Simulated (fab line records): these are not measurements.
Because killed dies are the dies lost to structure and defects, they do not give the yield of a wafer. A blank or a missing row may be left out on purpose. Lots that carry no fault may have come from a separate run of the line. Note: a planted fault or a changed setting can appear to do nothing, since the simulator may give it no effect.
A lot that was struck, set against a sound lot | flow sky130 | 16 steps out of a route of 708
Sound: wafers L743.1, L743.4, L743.5. The struck wafers were L751.2, L751.3, L751.6. At the end, the cause is stated.
Order at every step that has rows: each side's tool, ch and its chambers, its first start. Under that, the readings that differ: sound wafers | struck wafers | difference of the means | sigmas: that difference in standard deviations of wafers without a fault.
alike: readings whose means differ by less than 2 such deviations, and words and numbers that are the same on both sides. not compared: withheld readings, readings that some wafer has no value for, bounds like >300 that may hide the same value, and numbers for which the record gives no deviation and whose values overlap.
The two part at a step that has a row with sigmas, a row that says differs or no value, or rows on one side only. Non-overlapping numbers with no deviation appear without sigmas and do not part them. A reading that every wafer of one side lacks parts them only if that side has two wafers or more.

first, 8 steps without rows for these wafers: SKY_POLY_GATE_DEHYDRATE_05 (time 60 s); SKY_POLY_GATE_HMDS_06 (prime time 60 s); SKY_POLY_GATE_COAT_07 (resist thk 110 nm); SKY_POLY_GATE_COAT_08 (resist thk 450 nm); SKY_POLY_GATE_SOFTBAKE_09 (time 90 s); SKY_POLY_GATE_EXPOSE_10 (exposes mask P1M, target cd 150 nm); SKY_POLY_GATE_PEB_11; SKY_POLY_GATE_DEVELOP_12 (develop time 60 s).
SKY_POLY_GATE_CD_MEAS_13 targets a cd of 150 nm.
  sound on cd-sem-02, day 17 16:40; struck on cd-sem-02, day 21 08:14
  alike: cd-nm
SKY_POLY_GATE_OVL_MEAS_14:
  sound on overlay-02, day 17 16:47; struck on overlay-01, day 21 08:20
  alike: POLY_GATE_OVL
SKY_POLY_GATE_ETCH_15: etches BARC in N2/H2, stops on SiO2, time 118.5 s, target depth 110 nm.
  sound on rie-diel-01 ch 0,1,3, day 17 16:49; struck on rie-diel-01 ch 0,3, day 21 08:22
  alike: bias-w, chamber-pressure-mTorr, drypump-motor-current-A, oes-product-au, throttle-valve-pct
  not compared: rf-hours-counter-h
SKY_POLY_GATE_ETCH_16: etches Si3N4 in CH3F/O2, stops on poly-Si, time 147.5 s, target depth 75 nm.
  sound on rie-diel-01 ch 0,1,3, day 17 16:55; struck on rie-diel-01 ch 0,3, day 21 08:27
  alike: O2_flow_sccm, bias-w, drypump-motor-current-A, oes-product-au, throttle-valve-pct
  not compared: rf-hours-counter-h
SKY_POLY_GATE_ETCH_17: etches poly-Si in HBr/Cl2, stops on SiO2, target depth 180 nm, time 70.5 s.
  sound on rie-si-01 ch 1,3, day 17 17:01; struck on rie-si-01 ch 1,2,3, day 21 08:33
  no value came back on the struck wafers for any of 7 readings (HBr_flow_sccm (sccm), bias-w (W) and others); on the sound wafers HBr_flow_sccm (sccm) reads 150.4 150.1 150.1
  reading                                          | sound             | struck          | difference | sigmas
  model.KrF-thick_of_POLY_GATE_COAT_08.thk-nm (nm) | 141.4 142.6 140.7 | 235.8 236 233.9 | +93.7      |
  not compared: rf-hours-counter-h
SKY_POLY_GATE_STRIP_18: strips in O2/N2.
  sound on plasma-asher-02 ch 1, day 17 17:04; struck on plasma-asher-03 ch 0,1, day 21 08:36
  reading                      | sound             | struck            | difference | sigmas
  oes-product-au (a.u.)        | 0.353 0.365 0.362 | 0.406 0.403 0.407 | +0.045     | +11
  strip-time-to-endpoint-s (s) | 3.18 3.18 3.16    | 4.22 4.21 4.21    | +1.04      | +27
  alike: drypump-motor-current-A
  not compared: rf-hours-counter-h
then, 1 step without rows for these wafers: SKY_POLY_GATE_CLEAN_19 (cleans in SC1/SC2, time 150 s).
-- a jump in the record: the struck wafers' starts before and after are 28 days apart (it breaks off in module POLY_GATE and resumes in module PAD_OPEN, where the first step shown is number 708 of the route) --
SKY_PAD_OPEN_PROBE_99:
  only the struck wafers here have rows in the record (prober-01, day 49 07:23); the sound ones have none

## WHERE THEY PART
Earliest at SKY_POLY_GATE_ETCH_17; latest, in this record, at SKY_PAD_OPEN_PROBE_99.

WHY: whatever the simulator had introduced
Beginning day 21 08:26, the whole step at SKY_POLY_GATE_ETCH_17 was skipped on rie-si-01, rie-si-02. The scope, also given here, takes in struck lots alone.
